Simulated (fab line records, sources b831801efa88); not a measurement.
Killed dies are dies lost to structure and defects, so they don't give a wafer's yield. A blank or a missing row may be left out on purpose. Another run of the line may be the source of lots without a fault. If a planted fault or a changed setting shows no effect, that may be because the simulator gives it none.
fab line records -- flow sky130
record lots=13, wafers=39, lastDay=50
route steps=708 shown FIELD_ISO@5 VT_ADJUST_NCORE@123 VT_ADJUST_HVTR@141 LDD_N@244
lots that met no fault: taken from a fault-free run of the same line
startH: hours from the record's first day to the start of the lot's first wafer shown -- waitH: hours from the lot's prior step to this one -- " unchanged from the row above -- L1.1+2: one row covering several wafers at once -- - value missing, or start not given -- * or withheld: withheld -- < > ~ a bound
route shown NAME@n: a module of which the file shows steps, and the number in the route of the first -- usual: mean and standard deviation over wafers with no fault -- same: alike in all rows -- chamber/n: place in a boat -- sites: readings site by site -- _std_site: the values' standard deviation -- _edge_site: outer sites' mean less inner sites' -- radiusMm: for every site, how far away it sits from the centre of the wafer -- mask NAME#n: copy n -- behind: tool/chamber where the wafer was last shaped -- hold: what put the lot on hold/how long, in hours/how the hold closed -- device: the n, p or np transistor that did not switch -- end of line: tests of these same wafers at the route's end -- a step with no rows: only its recipe -- killed: the dies lost at the first sort to structure and to defects; this is not the yield of the wafer -- map: shows each die of a wafer: x if killed, . if not, _ if none is there
set.NAME: setting as actually run; set.NAME@STEP: the setting as run at that earlier step -- model.NAME: the simulator's own value behind a step, which no gauge read
a sample of lots followed through the steps of the route, with each step as a table and each wafer as a row
services: from which hour (startH, from the record's first day; less than 0 if before it) a tool's chamber was out of use, for how many hours, and why
## steps
# step SKY_FIELD_ISO_THK_MEAS_04
# recipe reads=Si3N4_of_FIELD_ISO_CVD_03
# usual FIELD_ISO_CVD_03_THK=165.1/1.4
lot.wafer,tool,chamber,startH,waitH,FIELD_ISO_CVD_03_THK[nm]
L227.1,filmMetro-04,-,19.37,0.0,162.6
L227.3,filmMetro-04,-,19.37,0.0,162.4
L227.6,filmMetro-04,-,19.37,0.0,162.8
L230.1,filmMetro-02,-,33.48,0.0,165.8
L230.2,filmMetro-02,-,33.48,0.0,164.4
L230.5,filmMetro-02,-,33.48,0.0,165.1
L231.2,filmMetro-03,-,41.39,0.0,166.4
L231.3,filmMetro-03,-,41.39,0.0,167.7
L231.6,filmMetro-03,-,41.39,0.0,167.0
L232.1,filmMetro-03,-,43.48,0.0,165.5
L232.2,filmMetro-03,-,43.48,0.0,165.7
L232.5,filmMetro-03,-,43.48,0.0,166.1
L237.1,filmMetro-04,-,69.75,0.0,164.9
L237.4,filmMetro-04,-,69.75,0.0,166.5
L237.5,filmMetro-04,-,69.75,0.0,165.8
L238.2,filmMetro-03,-,76.17,0.0,164.8
L238.3,filmMetro-03,-,76.17,0.0,165.0
L238.4,filmMetro-03,-,76.17,0.0,164.7
L240.3,filmMetro-03,-,85.83,0.0,165.8
L240.4,filmMetro-03,-,85.83,0.0,164.4
L240.6,filmMetro-03,-,85.83,0.0,164.8
L242.2,filmMetro-03,-,96.56,0.0,164.9
L242.3,filmMetro-03,-,96.56,0.0,164.2
L242.4,filmMetro-03,-,96.56,0.0,165.6
L243.2,filmMetro-04,-,99.42,0.0,163.5
L243.4,filmMetro-04,-,99.42,0.0,165.0
L243.6,filmMetro-04,-,99.42,0.0,165.7
L245.1,filmMetro-04,-,108.48,0.0,164.6
L245.3,filmMetro-04,-,108.48,0.0,164.6
L245.5,filmMetro-04,-,108.48,0.0,164.9
L246.2,filmMetro-04,-,114.27,0.0,163.9
L246.3,filmMetro-04,-,114.27,0.0,163.8
L246.5,filmMetro-04,-,114.27,0.0,165.4
L247.1,filmMetro-04,-,118.70,0.0,165.8
L247.2,filmMetro-04,-,118.70,0.0,165.8
L247.4,filmMetro-04,-,118.70,0.0,165.9
L248.1,filmMetro-04,-,125.34,0.0,167.3
L248.2,filmMetro-04,-,125.34,0.0,166.1
L248.4,filmMetro-04,-,125.34,0.0,167.1
# step SKY_VT_ADJUST_NCORE_EXPOSE_04
# recipe maskId=LVTN_COMPLEMENT_THIN, na=0.6, sourceShape=conventional, sigmaOuter=0.6, polarization=unpolarized, targetCdNm=380, doseMj=139
lot.wafer,tool,chamber,startH,waitH,mask
L227.1+3+6,ilineStepper-02,0,178.59,-,LVTN_COMPLEMENT_THIN#0
L230.1+2+5,ilineStepper-01,0,200.91,-,LVTN_COMPLEMENT_THIN#0
L231.2+3+6,ilineStepper-01,0,207.03,-,LVTN_COMPLEMENT_THIN#0
L232.1+2+5,ilineStepper-02,0,207.74,-,HVTRM#0
L237.1+4+5,ilineStepper-02,0,252.42,-,LVTN_COMPLEMENT_THIN#0
L238.2+3+4,ilineStepper-01,0,256.51,-,LVTN_COMPLEMENT_THIN#0
L240.3+4+6,ilineStepper-01,0,269.30,-,LVTN_COMPLEMENT_THIN#0
L242.2+3+4,ilineStepper-02,0,283.36,-,LVTN_COMPLEMENT_THIN#0
L243.2+4+6,ilineStepper-02,0,287.34,-,LVTN_COMPLEMENT_THIN#0
L246.2+3+5,ilineStepper-01,0,309.01,-,LVTN_COMPLEMENT_THIN#0
L247.1+2+4,ilineStepper-01,0,313.62,-,LVTN_COMPLEMENT_THIN#0
L245.1+3+5,ilineStepper-02,0,316.14,-,LVTN_COMPLEMENT_THIN#0
L248.1+2+4,ilineStepper-02,0,322.71,-,LVTN_COMPLEMENT_THIN#0
# step SKY_VT_ADJUST_NCORE_CD_MEAS_07
# recipe targetCdNm=380
# usual cdNm=380.1/2.6
lot.wafer,tool,chamber,startH,waitH,cdNm
L227.1,cdSem-02,-,188.86,0.1,379.9
L227.3,cdSem-02,-,188.86,0.1,381.2
L227.6,cdSem-02,-,188.86,0.1,379.2
L230.1,cdSem-01,-,211.67,0.1,381.3
L230.2,cdSem-01,-,211.67,0.1,380.8
L230.5,cdSem-01,-,211.67,0.1,380.2
L231.2,cdSem-01,-,218.39,0.1,383.1
L231.3,cdSem-01,-,218.39,0.1,385.5
L231.6,cdSem-01,-,218.39,0.1,381.0
L232.1,cdSem-01,-,219.26,0.1,-
L232.2,cdSem-01,-,219.26,0.1,-
L232.5,cdSem-01,-,219.26,0.1,-
L237.1,cdSem-01,-,265.01,0.1,380.5
L237.4,cdSem-01,-,265.01,0.1,377.7
L237.5,cdSem-01,-,265.01,0.1,378.4
L238.2,cdSem-02,-,268.93,0.1,374.2
L238.3,cdSem-02,-,268.93,0.1,374.8
L238.4,cdSem-02,-,268.93,0.1,375.8
L240.3,cdSem-01,-,281.16,0.1,380.3
L240.4,cdSem-01,-,281.16,0.1,380.8
L240.6,cdSem-01,-,281.16,0.1,380.3
L242.2,cdSem-02,-,295.98,0.1,381.8
L242.3,cdSem-02,-,295.98,0.1,380.7
L242.4,cdSem-02,-,295.98,0.1,380.6
L243.2,cdSem-02,-,299.63,0.1,382.4
L243.4,cdSem-02,-,299.63,0.1,379.7
L243.6,cdSem-02,-,299.63,0.1,380.8
L246.2,cdSem-01,-,321.74,0.1,383.6
L246.3,cdSem-01,-,321.74,0.1,383.3
L246.5,cdSem-01,-,321.74,0.1,382.5
L247.1,cdSem-01,-,326.06,0.1,383.7
L247.2,cdSem-01,-,326.06,0.1,383.8
L247.4,cdSem-01,-,326.06,0.1,386.0
L245.1,cdSem-01,-,327.86,0.1,378.9
L245.3,cdSem-01,-,327.86,0.1,378.6
L245.5,cdSem-01,-,327.86,0.1,380.1
L248.1,cdSem-01,-,335.67,0.1,381.2
L248.2,cdSem-01,-,335.67,0.1,382.0
L248.4,cdSem-01,-,335.67,0.1,381.2
# step SKY_VT_ADJUST_NCORE_TW_MEAS_11
# usual VT_ADJUST_NCORE_TW=220.3/1.5
lot.wafer,tool,chamber,startH,waitH,VT_ADJUST_NCORE_TW
L227.1,filmMetro-03,-,189.27,0.1,218.4
L227.3,filmMetro-03,-,189.27,0.1,218.7
L227.6,filmMetro-03,-,189.27,0.1,218.6
L230.1,filmMetro-04,-,212.08,0.1,219.5
L230.2,filmMetro-04,-,212.08,0.1,219.2
L230.5,filmMetro-04,-,212.08,0.1,219.7
L231.2,filmMetro-02,-,218.79,0.1,222.3
L231.3,filmMetro-02,-,218.79,0.1,222.2
L231.6,filmMetro-02,-,218.79,0.1,222.9
L232.1,filmMetro-04,-,219.67,0.1,29.9
L232.2,filmMetro-04,-,219.67,0.1,30.1
L232.5,filmMetro-04,-,219.67,0.1,30.1
L237.1,filmMetro-03,-,265.42,0.1,219.7
L237.4,filmMetro-03,-,265.42,0.1,218.3
L237.5,filmMetro-03,-,265.42,0.1,219.0
L238.2,filmMetro-04,-,269.33,0.1,220.8
L238.3,filmMetro-04,-,269.33,0.1,220.2
L238.4,filmMetro-04,-,269.33,0.1,219.3
L240.3,filmMetro-03,-,281.55,0.1,218.0
L240.4,filmMetro-03,-,281.55,0.1,219.2
L240.6,filmMetro-03,-,281.55,0.1,218.4
L242.2,filmMetro-04,-,296.38,0.1,220.4
L242.3,filmMetro-04,-,296.38,0.1,220.9
L242.4,filmMetro-04,-,296.38,0.1,220.7
L243.2,filmMetro-02,-,300.03,0.1,224.2
L243.4,filmMetro-02,-,300.03,0.1,222.6
L243.6,filmMetro-02,-,300.03,0.1,224.0
L246.2,filmMetro-02,-,322.13,0.1,221.8
L246.3,filmMetro-02,-,322.13,0.1,221.1
L246.5,filmMetro-02,-,322.13,0.1,222.6
L247.1,filmMetro-04,-,326.47,0.1,220.3
L247.2,filmMetro-04,-,326.47,0.1,220.3
L247.4,filmMetro-04,-,326.47,0.1,219.7
L245.1,filmMetro-04,-,328.27,0.1,219.9
L245.3,filmMetro-04,-,328.27,0.1,220.3
L245.5,filmMetro-04,-,328.27,0.1,220.1
L248.1,filmMetro-02,-,336.07,0.1,221.2
L248.2,filmMetro-02,-,336.07,0.1,220.5
L248.4,filmMetro-02,-,336.07,0.1,221.5
# step SKY_VT_ADJUST_HVTR_STRIP_10
# recipe chemistry=O2/N2, powerW=1400, pressureMtorr=1500, platenTempC=withheld, o2FlowSccm=3000, n2FlowSccm=300, overashFraction=0.5
# usual drypumpMotorCurrentA=5.95/0.26, oesProductAu=0.716/0.0046, stripTimeToEndpointS=14.19/0.039
# same overashFraction=0.5
lot.wafer,tool,chamber,startH,waitH,drypumpMotorCurrentA,oesProductAu,rfHoursCounterH,stripTimeToEndpointS
L227.1,plasmaAsher-01,0,210.22,0.1,6.28,0.725,40,14.22
L227.3,plasmaAsher-01,0,210.22,0.1,6.28,0.713,-,14.23
L227.6,plasmaAsher-01,1,210.22,0.1,5.64,0.711,-,14.19
L230.1,plasmaAsher-04,1,234.52,0.1,5.91,0.722,55,14.22
L230.2,plasmaAsher-04,0,234.52,0.1,6.03,0.719,55,14.19
L230.5,plasmaAsher-04,1,234.52,0.1,5.93,0.721,-,14.15
L231.2,plasmaAsher-01,0,240.87,0.1,6.29,0.708,43,14.18
L231.3,plasmaAsher-01,1,240.87,0.1,5.64,0.719,-,14.18
L231.6,plasmaAsher-01,1,240.87,0.1,5.63,0.716,-,14.20
L232.1,plasmaAsher-01,1,242.97,0.1,5.64,0.714,44,14.24
L232.2,plasmaAsher-01,0,242.97,0.1,6.29,0.718,44,14.20
L232.5,plasmaAsher-01,1,242.97,0.1,5.64,0.717,-,14.20
L237.1,plasmaAsher-01,1,290.12,0.1,5.66,0.709,48,14.20
L237.4,plasmaAsher-01,1,290.12,0.1,5.66,0.718,-,14.23
L237.5,plasmaAsher-01,0,290.12,0.1,6.30,0.722,-,14.23
L238.2,plasmaAsher-03,1,294.42,0.1,6.15,0.720,64,14.22
L238.3,plasmaAsher-03,0,294.42,0.1,5.68,0.720,-,14.19
L238.4,plasmaAsher-03,1,294.42,0.1,6.17,0.723,-,14.20
L240.3,plasmaAsher-03,0,306.70,0.1,5.65,0.720,-,14.19
L240.4,plasmaAsher-03,1,306.70,0.1,6.18,0.716,-,14.26
L240.6,plasmaAsher-03,1,306.70,0.1,6.19,0.707,-,14.18
L242.2,plasmaAsher-04,1,321.50,0.1,5.89,0.717,63,14.16
L242.3,plasmaAsher-04,1,321.50,0.1,5.88,0.715,-,14.19
L242.4,plasmaAsher-04,0,321.50,0.1,6.03,0.722,-,14.18
L243.2,plasmaAsher-01,0,325.59,0.1,6.29,0.723,52,14.19
L243.4,plasmaAsher-01,1,325.59,0.1,5.64,0.723,-,14.25
L243.6,plasmaAsher-01,1,325.59,0.1,5.64,0.711,-,14.19
L246.2,plasmaAsher-04,0,349.34,0.1,6.02,0.713,66,14.19
L246.3,plasmaAsher-04,0,349.34,0.1,6.01,0.716,-,14.15
L246.5,plasmaAsher-04,1,349.34,0.1,5.95,0.714,-,14.11
L247.1,plasmaAsher-03,1,353.92,0.1,6.15,0.713,70,14.25
L247.2,plasmaAsher-03,0,353.92,0.1,5.68,0.718,70,14.22
L247.4,plasmaAsher-03,1,353.92,0.1,6.14,0.712,-,14.27
L245.1,plasmaAsher-03,0,355.62,0.1,5.66,0.711,71,14.20
L245.3,plasmaAsher-03,0,355.62,0.1,5.65,0.720,-,14.17
L245.5,plasmaAsher-03,0,355.62,0.1,5.66,0.709,-,14.23
L248.1,plasmaAsher-03,1,363.37,0.1,6.13,0.714,71,14.19
L248.2,plasmaAsher-03,0,363.37,0.1,5.65,0.716,71,14.20
L248.4,plasmaAsher-03,0,363.37,0.1,5.65,0.724,-,14.18
# step SKY_VT_ADJUST_HVTR_TW_MEAS_11
# usual VT_ADJUST_HVTR_TW=210.9/2.4
lot.wafer,tool,chamber,startH,waitH,VT_ADJUST_HVTR_TW
L227.1,filmMetro-01,-,210.32,0.1,207.6
L227.3,filmMetro-01,-,210.32,0.1,208.7
L227.6,filmMetro-01,-,210.32,0.1,207.7
L230.1,filmMetro-02,-,234.62,0.1,214.3
L230.2,filmMetro-02,-,234.62,0.1,213.4
L230.5,filmMetro-02,-,234.62,0.1,213.4
L231.2,filmMetro-04,-,240.98,0.1,212.7
L231.3,filmMetro-04,-,240.98,0.1,213.3
L231.6,filmMetro-04,-,240.98,0.1,211.8
L232.1,filmMetro-02,-,243.07,0.1,266.8
L232.2,filmMetro-02,-,243.07,0.1,267.0
L232.5,filmMetro-02,-,243.07,0.1,266.6
L237.1,filmMetro-02,-,290.22,0.1,216.1
L237.4,filmMetro-02,-,290.22,0.1,216.2
L237.5,filmMetro-02,-,290.22,0.1,214.6
L238.2,filmMetro-04,-,294.53,0.1,212.5
L238.3,filmMetro-04,-,294.53,0.1,211.5
L238.4,filmMetro-04,-,294.53,0.1,212.1
L240.3,filmMetro-04,-,306.79,0.1,211.9
L240.4,filmMetro-04,-,306.79,0.1,212.9
L240.6,filmMetro-04,-,306.79,0.1,212.7
L242.2,filmMetro-04,-,321.61,0.1,211.6
L242.3,filmMetro-04,-,321.61,0.1,213.0
L242.4,filmMetro-04,-,321.61,0.1,212.1
L243.2,filmMetro-01,-,325.70,0.1,209.5
L243.4,filmMetro-01,-,325.70,0.1,210.2
L243.6,filmMetro-01,-,325.70,0.1,209.6
L246.2,filmMetro-01,-,349.45,0.1,208.9
L246.3,filmMetro-01,-,349.45,0.1,209.6
L246.5,filmMetro-01,-,349.45,0.1,209.0
L247.1,filmMetro-01,-,354.02,0.1,210.4
L247.2,filmMetro-01,-,354.02,0.1,209.2
L247.4,filmMetro-01,-,354.02,0.1,209.0
L245.1,filmMetro-01,-,355.72,0.1,209.5
L245.3,filmMetro-01,-,355.72,0.1,209.3
L245.5,filmMetro-01,-,355.72,0.1,210.0
L248.1,filmMetro-02,-,363.47,0.1,213.0
L248.2,filmMetro-02,-,363.47,0.1,212.4
L248.4,filmMetro-02,-,363.47,0.1,212.0
# step SKY_LDD_N_OVL_MEAS_07
# usual LDD_N_OVL=-0.7/1.2
lot.wafer,tool,chamber,startH,waitH,LDD_N_OVL[nm]
L227.1,overlay-02,-,406.26,0.1,0.2
L227.3,overlay-02,-,406.26,0.1,1.0
L227.6,overlay-02,-,406.26,0.1,-1.2
L230.1,overlay-02,-,440.56,0.1,-1.2
L230.2,overlay-02,-,440.56,0.1,-0.7
L230.5,overlay-02,-,440.56,0.1,-1.8
L232.1,overlay-02,-,450.36,0.1,-1.0
L232.2,overlay-02,-,450.36,0.1,-1.3
L232.5,overlay-02,-,450.36,0.1,-2.1
L231.2,overlay-01,-,450.77,0.1,-2.0
L231.3,overlay-01,-,450.77,0.1,-1.6
L231.6,overlay-01,-,450.77,0.1,-2.1
L237.1,overlay-02,-,503.76,0.1,-2.0
L237.4,overlay-02,-,503.76,0.1,-0.3
L237.5,overlay-02,-,503.76,0.1,-1.0
L238.2,overlay-01,-,510.57,0.1,-0.9
L238.3,overlay-01,-,510.57,0.1,-1.1
L238.4,overlay-01,-,510.57,0.1,-3.5
L240.3,overlay-01,-,529.43,0.1,0.7
L240.4,overlay-01,-,529.43,0.1,0.0
L240.6,overlay-01,-,529.43,0.1,0.8
L242.2,overlay-01,-,541.32,0.1,-0.9
L242.3,overlay-01,-,541.32,0.1,-1.0
L242.4,overlay-01,-,541.32,0.1,-0.6
L243.2,overlay-01,-,552.37,0.1,-1.3
L243.4,overlay-01,-,552.37,0.1,0.6
L243.6,overlay-01,-,552.37,0.1,0.4
L246.2,overlay-01,-,572.57,0.1,0.8
L246.3,overlay-01,-,572.57,0.1,0.4
L246.5,overlay-01,-,572.57,0.1,1.3
L247.1,overlay-01,-,579.82,0.1,-0.3
L247.2,overlay-01,-,579.82,0.1,1.1
L247.4,overlay-01,-,579.82,0.1,-1.6
L245.1,overlay-01,-,582.01,0.1,-1.2
L245.3,overlay-01,-,582.01,0.1,-1.6
L245.5,overlay-01,-,582.01,0.1,-0.8
L248.1,overlay-02,-,588.67,0.1,0.7
L248.2,overlay-02,-,588.67,0.1,2.2
L248.4,overlay-02,-,588.67,0.1,0.5
## services
tool,chamber,startH,hours,kind
ilineStepper-02,-,159.10,4.2,repair
plasmaAsher-04,-,162.89,1.0,repair
ilineStepper-02,-,169.29,1.7,pm
ilineStepper-02,0,205.26,-,calibration
ilineStepper-02,-,224.58,2.2,repair
ilineStepper-02,-,238.87,2.2,repair
plasmaAsher-04,-,242.49,2.6,repair
plasmaAsher-01,-,328.39,4.3,pm
plasmaAsher-04,-,342.05,1.4,repair
ilineStepper-01,0,356.88,-,calibration
ilineStepper-01,-,358.15,1.7,pm
## key
firstSign step=SKY_VT_ADJUST_NCORE_EXPOSE_04, reading=mask, direction=changed
effect step=SKY_VT_ADJUST_NCORE_CD_MEAS_07, reading=cdNm, direction=missing
effect step=SKY_VT_ADJUST_NCORE_TW_MEAS_11, reading=VT_ADJUST_NCORE_TW, direction=down, sigmas=99+, usual=220.3, struck=30.0
effect step=SKY_VT_ADJUST_HVTR_TW_MEAS_11, reading=VT_ADJUST_HVTR_TW, direction=up, sigmas=24, usual=210.9, struck=266.8
metAt SKY_VT_ADJUST_NCORE_EXPOSE_04
struckLots L232
sortLeftOut L232.1,L232.2,L232.5
testerLeftOut L232
notActingAt SKY_FIELD_ISO_THK_MEAS_04,SKY_VT_ADJUST_HVTR_STRIP_10,SKY_LDD_N_OVL_MEAS_07
onsetBetween 178.59 207.74
fault kind=wrongMask, tool=any, chamber=-, onsetH=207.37, steps=SKY_VT_ADJUST_NCORE_EXPOSE_04, auxCopy=HVTRM#0, scope=struckLotsOnly
# testerLeftOut: of these lots the tester's yield and bins aren't shown, on N5 and GAA mostly nor the transistor test; their killed dies are dies lost to structure and defects alone, not to doping, threshold or leakage, so they don't give the yield
# sortLeftOut: the simulated sort isn't trusted on such a fault, so these wafers' sort isn't shown, and their yield isn't known
